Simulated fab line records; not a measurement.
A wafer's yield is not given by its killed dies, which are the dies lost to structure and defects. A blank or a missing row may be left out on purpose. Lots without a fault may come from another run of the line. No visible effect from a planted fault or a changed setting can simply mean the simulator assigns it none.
Struck lot and sound lot, side by side + flow sky130 + 44 out of 708 route steps
Sound: wafers L690.1, L690.4, L690.6. Struck: wafer L702.6. (L702.3, L702.5 of the same lot were not struck and are left out.) The cause comes at the end.
Per side, at each step with rows, come the tool, then ch with its chambers, and then its first start. Under that, the readings that differ: sound wafers + struck wafers + difference of the means + sigmas: that difference in standard deviations of wafers without a fault.
alike: words and numbers the same on both sides, and readings whose means are apart by under 2 such deviations; not compared: readings that were withheld, readings missing a value for some wafer, numbers with overlapping values and no deviation given by the record, and bounds like >300 which may hide the same value.
A row with sigmas, a row that says differs or no value, or rows on one side alone: a step with any of these is where the two part. When numbers do not overlap yet have no deviation, they are printed without sigmas and do not part them. Lack of a reading on every wafer of one side parts them only where that side has two or more wafers.

first, 4 steps without rows for these wafers: SKY_VIA2_STRIP_17 (strips in post etch residue remover, time 1200 s); SKY_VIA2_CLEAN_18 (cleans in IPA, time 180 s); SKY_VIA2_CLEAN_19 (cleans in O3/DIW); SKY_VIA2_SPUTTER_20 (material TiN, target thk 20 nm, time 80 s).
SKY_VIA2_CVD_21: deposits W, target thk 420 nm, time 126.4 s.
  sound on cvd w-01 ch 1, day 40 09:55; struck on cvd w-02 ch 1, day 42 16:31
  alike: heater power w
SKY_VIA2_RS_MEAS_22: uses a four-point probe to measure.
  sound on film metro-04, day 40 10:03; struck on film metro-04, day 42 16:38
| reading            | sound             | struck | difference | sigmas |
|--------------------|-------------------|--------|------------|--------|
| VIA2_W_RS (ohm/sq) | 0.272 0.276 0.276 | 0.281  | +0.006     | +2     |
SKY_VIA2_THK_MEAS_23: measures by xrf.
  sound on film metro-04, day 40 10:10; struck on film metro-04, day 42 16:44
  alike: VIA2_W_THK
then, 2 steps without rows for these wafers: SKY_VIA2_CMP_24 (polishes, stops on SiO2, t overpolish 20 s, target thk 0 nm); SKY_METAL3_SPUTTER_00 (material Ti, target thk 15 nm, time 10 s).
SKY_METAL3_SPUTTER_01: material TiN, target thk 20 nm, time 16.7 s.
  sound on pvd sputter-04, day 40 10:33; struck on pvd sputter-04, day 42 17:06
  alike: throttle valve pct
SKY_METAL3_SPUTTER_02: material AlCu, target thk 735 nm, time 39.1 s.
  sound on pvd sputter-04, day 40 10:35; struck on pvd sputter-04, day 42 17:07
  alike: throttle valve pct
SKY_METAL3_SPUTTER_03: material Ti, target thk 5 nm, time 3.3 s.
  sound on pvd sputter-04, day 40 10:37; struck on pvd sputter-04, day 42 17:10
  alike: throttle valve pct
SKY_METAL3_SPUTTER_04: material TiN, target thk 70 nm, time 58.3 s.
  sound on pvd sputter-04, day 40 10:38; struck on pvd sputter-04, day 42 17:11
| reading                                    | sound          | struck | difference | sigmas |
|--------------------------------------------|----------------|--------|------------|--------|
| model.TiN_of_METAL3_SPUTTER_04.thk nm (nm) | 70.48 70 70.97 | 116.4  | +45.9      |        |
  alike: throttle valve pct
then, 1 step without rows for these wafers: SKY_CAPM_CVD_00 (deposits SiO2, target thk 15.5 nm).
SKY_CAPM_THK_MEAS_01:
  sound on film metro-03, day 40 10:42; struck on film metro-03, day 42 17:16
| reading              | sound             | struck | difference | sigmas |
|----------------------|-------------------|--------|------------|--------|
| CAPM_CVD_00_THK (nm) | 14.93 15.04 15.38 | 15.66  | +0.54      | +2     |
then, 1 step without rows for these wafers: SKY_CAPM_SPUTTER_02 (material TiN, target thk 200 nm, time 166.7 s).
SKY_CAPM_RS_MEAS_03: uses a four-point probe to measure.
  sound on film metro-04, day 40 10:52; struck on film metro-02, day 42 17:28
  alike: CAPM_TIN_RS
SKY_CAPM_THK_MEAS_04: measures by xrf.
  sound on film metro-04, day 40 10:59; struck on film metro-02, day 42 17:34
  alike: CAPM_TIN_THK
then, 7 steps without rows for these wafers: SKY_CAPM_DEHYDRATE_05 (time 60 s); SKY_CAPM_HMDS_06 (prime time 60 s); SKY_CAPM_COAT_07 (resist thk 1140 nm); SKY_CAPM_SOFTBAKE_08 (time 60 s); SKY_CAPM_EXPOSE_09 (exposes mask CAPM, target cd 1000 nm); SKY_CAPM_PEB_10; SKY_CAPM_DEVELOP_11 (develop time 60 s).
SKY_CAPM_OVL_MEAS_12:
  sound on overlay-02, day 41 11:10; struck on overlay-01, day 43 15:47
  alike: CAPM_OVL
then, 1 step without rows for these wafers: SKY_CAPM_METAL_ETCH_13 (etches TiN in Cl2/BCl3, stops on SiO2, target depth 220 nm, time 62.9 s).
SKY_CAPM_STRIP_14: strips in O2/N2.
  sound on plasma asher-03 ch 0,1, day 41 11:16; struck on plasma asher-02 ch 0, day 43 15:56
  alike: drypump motor current A, n2 flow sccm, oes product au, strip time to endpoint s
  not compared: rf hours counter h
then, 11 steps without rows for these wafers: SKY_CAPM_STRIP_15 (strips in post etch residue remover, time 1200 s); SKY_CAPM_CLEAN_16 (cleans in IPA, time 180 s); SKY_CAPM_CLEAN_17 (cleans in O3/DIW); SKY_METAL3_DEHYDRATE_05 (time 60 s); SKY_METAL3_HMDS_06 (prime time 60 s); SKY_METAL3_COAT_07 (resist thk 60 nm); SKY_METAL3_COAT_08 (resist thk 1140 nm); SKY_METAL3_SOFTBAKE_09 (time 90 s); SKY_METAL3_EXPOSE_10 (exposes mask MM3, target cd 300 nm); SKY_METAL3_PEB_11; SKY_METAL3_DEVELOP_12 (develop time 60 s).
SKY_METAL3_CD_MEAS_13: the cd target is 300 nm.
  sound on cd sem-02, day 42 10:38; struck on cd sem-02, day 44 15:04
  alike: cd nm
SKY_METAL3_OVL_MEAS_14:
  sound on overlay-01, day 42 10:45; struck on overlay-02, day 44 15:10
  alike: METAL3_OVL
then, 1 step without rows for these wafers: SKY_METAL3_DESCUM_15 (chemistry O2, time 8 s).
SKY_METAL3_METAL_ETCH_18: etches the open film in Cl2/BCl3, stops on SiO2, target depth 845 nm, time 183.1 s.
  sound on rie metal-03 ch 0,1, day 42 10:56; struck on rie metal-04 ch 0, day 44 15:23
| reading               | sound             | struck | difference | sigmas |
|-----------------------|-------------------|--------|------------|--------|
| oes product au (a.u.) | 0.864 0.878 0.863 | 0.898  | +0.030     | +4     |
  alike: bias w, drypump motor current A, throttle valve pct
  not compared: rf hours counter h
-- the record jumps here: 6 days lie between the struck wafers' starts before and after (it left off in module METAL3 and takes up again in module PAD_OPEN, whose first step shown is number 708 of the route) --
SKY_PAD_OPEN_PROBE_99:
  sound on prober-02, day 49 02:21; struck on prober-02, day 50 16:50
| reading                       | sound             | struck | difference | sigmas |
|-------------------------------|-------------------|--------|------------|--------|
| model.etest.via3 chain.rc ohm | 9.239 9.762 9.736 | 12.16  | +2.58      |        |
  alike: defect limited yield, killed_at_M0_to_M3, killed_at_M4_up, killed at contacts, killed at front end, killed at other, killed dies, killed open, killed short, sort_bin_3_pad_short, sort_bin_5_function, sort_bin_6_memory, sort n pass, sort yield pct

WHERE THEY PART
At SKY_VIA2_RS_MEAS_22 first; at SKY_METAL3_METAL_ETCH_18 last (within this record only). Later steps at which nothing parts them and some readings are alike: SKY_PAD_OPEN_PROBE_99.

WHY: the cause the simulator had injected
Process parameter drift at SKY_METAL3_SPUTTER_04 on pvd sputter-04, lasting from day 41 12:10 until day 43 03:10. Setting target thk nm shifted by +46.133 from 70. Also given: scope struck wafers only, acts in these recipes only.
